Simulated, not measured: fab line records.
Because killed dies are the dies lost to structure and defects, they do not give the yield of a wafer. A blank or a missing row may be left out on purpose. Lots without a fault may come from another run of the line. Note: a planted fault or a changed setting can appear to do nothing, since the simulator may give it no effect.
Which tool was responsible? | flow sky130 | at 1 step of a route of 708, 6 lots with 17 wafers sampled

== WHAT EACH GAUGE READ, for each wafer ==
SKY_FIELD_ISO_THK_MEAS_04.
lot  | measured    | on            | FIELD_ISO_CVD_03_THK (nm)
L696 | day 2 16:15 | film metro-03 | 162.3 161.2 159.3
L698 | day 3 02:44 | film metro-01 | 160.3 160.5 160.7
L700 | day 3 11:12 | film metro-01 | 161.4 161.1 162.7
L702 | day 3 20:53 | film metro-04 | 162.1 162.7 163.2
L704 | day 4 09:02 | film metro-03 | 164.3 162.0 164.3
L711 | day 5 17:29 | film metro-03 | 166.8 166.0

== WHICH TOOL RAN EACH LOT (tool, then ch and the chambers of the sampled wafers, then the start) ==
Record: no process step prior to these readings.

== THE ANSWER, worked out from the rows above alone ==
Rule: usual is defined by the lots themselves. The widest of any qualifying gaps counts: lots, ordered by their means at a reading, are off when they make up no more than a third of the lots, leave a main group of 4 or more, and stand apart from it by 3 or more times the standard deviation of that group's means. Not used: any main group whose means are identical at the precision the tables above print for the reading. A lot without any number at a reading at which 4 lots or more have one is off too. Any other lot the step has rows for is counted as sound.
Nothing can be told from this: no lot is off at any reading shown.

== WHAT THE SIMULATOR PUT IN ==
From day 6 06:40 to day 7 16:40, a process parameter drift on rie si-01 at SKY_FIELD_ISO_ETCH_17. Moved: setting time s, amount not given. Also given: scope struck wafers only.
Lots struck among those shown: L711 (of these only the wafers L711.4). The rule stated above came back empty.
